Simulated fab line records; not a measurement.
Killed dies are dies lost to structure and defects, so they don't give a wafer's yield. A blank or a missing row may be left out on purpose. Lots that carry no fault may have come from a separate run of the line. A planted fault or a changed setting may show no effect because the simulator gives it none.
Tool commonality check    flow sky130    10 lots and 36 wafers in the sample

REASON FOR OPENING
2 of 10 lots carry a flag on the reading SD_P_TW at SKY_SD_P_TW_MEAS_11. Fault-free wafers read 2837, with a standard deviation of 26.
Rule: a lot is flagged in two cases, either no wafer of it has a number, or all its wafers with numbers fall more than 4 standard deviations from that mean. The rest of the lots are taken to be sound.

lot   measured      on             SD_P_TW, wafer by wafer        flag
L655  day 26 16:50  film-metro-03  2875 2860 2873                 
L657  day 27 10:02  film-metro-01  2813 2795 2797                 
L659  day 28 00:04  film-metro-01  2790 2792 2800                 
L660  day 28 17:32  film-metro-01  2806 2797 2806                 
L662  day 29 00:55  film-metro-01  2810 2807 2811                 
L665  day 30 08:16  film-metro-01  2820 2808 2818                 
L667  day 32 10:05  film-metro-03  2857 2863 2867                 
L670  day 32 12:19  film-metro-04  2845 2842 2853                 
L671  day 32 16:34  film-metro-01  2963 2962 2976 2962 2970 2955  FLAGGED
L674  day 33 07:07  film-metro-04  3022 3022 3013 3006 3027 3031  FLAGGED
Average over the flagged lots: 2992; offset from the usual +155, equal to +6 standard deviations.

LOT BY LOT: THE TOOL USED
3 process steps preceding the reading are held in the record, out of 708 steps in the route. Cell contents, in order: the tool; ch with the chambers the sampled wafers went through; the start.
lot   flag     SKY_LDD_LDN_STRIP_12                  SKY_SD_P_IMPLANT_09              SKY_SD_P_STRIP_10
L655           plasma-asher-02 ch 0,1, day 24 03:37  implanter-04 ch 0, day 26 16:37  plasma-asher-02 ch 0,1, day 26 16:45
L657           plasma-asher-01 ch 0,1, day 24 21:52  implanter-02 ch 0, day 27 09:49  plasma-asher-04 ch 0,1, day 27 09:56
L659           plasma-asher-04 ch 0,1, day 25 12:53  implanter-03 ch 0, day 27 23:50  plasma-asher-03 ch 0,1, day 27 23:58
L660           plasma-asher-04 ch 0,1, day 26 06:20  implanter-02 ch 0, day 28 17:20  plasma-asher-03 ch 0,1, day 28 17:26
L662           plasma-asher-02 ch 0,1, day 26 13:57  implanter-03 ch 0, day 29 00:40  plasma-asher-03 ch 0,1, day 29 00:49
L665           plasma-asher-01 ch 0,1, day 27 22:41  implanter-03 ch 0, day 30 08:01  plasma-asher-02 ch 0,1, day 30 08:10
L667           plasma-asher-01 ch 0,1, day 30 00:32  implanter-04 ch 0, day 32 09:52  plasma-asher-03 ch 0,1, day 32 09:59
L670           plasma-asher-01 ch 0,1, day 30 02:02  implanter-02 ch 0, day 32 12:04  plasma-asher-04 ch 0,1, day 32 12:13
L671  FLAGGED  plasma-asher-04 ch 0,1, day 30 06:59  implanter-04 ch 0, day 32 16:20  plasma-asher-04 ch 0,1, day 32 16:28
L674  FLAGGED  plasma-asher-01 ch 0,1, day 30 23:45  implanter-04 ch 0, day 33 06:53  plasma-asher-02 ch 0,1, day 33 07:01
What is done by these steps:
- SKY_LDD_LDN_STRIP_12: strips in O2/N2.
- SKY_SD_P_IMPLANT_09
- SKY_SD_P_STRIP_10: strips in O2/N2.
- SKY_SD_P_TW_MEAS_11

FLAGGED OVER TOTAL, TOOL BY TOOL (the gauges that took the reading come last)
step                  tool             lots run  flagged  share of the flagged lots  sound lots run after its first flagged lot
SKY_LDD_LDN_STRIP_12  plasma-asher-01  5         1        some                       0
SKY_LDD_LDN_STRIP_12  plasma-asher-02  2         0        none                       -
SKY_LDD_LDN_STRIP_12  plasma-asher-04  3         1        some                       0
SKY_SD_P_IMPLANT_09   implanter-02     3         0        none                       -
SKY_SD_P_IMPLANT_09   implanter-03     3         0        none                       -
SKY_SD_P_IMPLANT_09   implanter-04     4         2        all                        0
SKY_SD_P_STRIP_10     plasma-asher-02  3         1        some                       0
SKY_SD_P_STRIP_10     plasma-asher-03  4         0        none                       -
SKY_SD_P_STRIP_10     plasma-asher-04  3         1        some                       0
SKY_SD_P_TW_MEAS_11   film-metro-01    6         1        some                       0
SKY_SD_P_TW_MEAS_11   film-metro-03    2         0        none                       -
SKY_SD_P_TW_MEAS_11   film-metro-04    2         1        some                       0

WHAT THE TABLE ALLOWS
1 row of the table ran every flagged lot: implanter-04 at SKY_SD_P_IMPLANT_09.
- implanter-04 at SKY_SD_P_IMPLANT_09: 2 of its 4 lots flagged. Last sound lot L667 at day 32 09:52, first flagged lot L671 at day 32 16:20; a fault beginning in between fits. Its own readings lie more than 4 standard deviations out on every wafer of the flagged lots: tilt-deg.
Just one tool remains: implanter-04 at SKY_SD_P_IMPLANT_09.

WHAT WAS PUT IN BY THE SIMULATOR
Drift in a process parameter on implanter-04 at SKY_SD_P_IMPLANT_09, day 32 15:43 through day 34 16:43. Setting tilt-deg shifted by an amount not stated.
Shown lots that were struck: L671, L674. The same result came from the rule above.
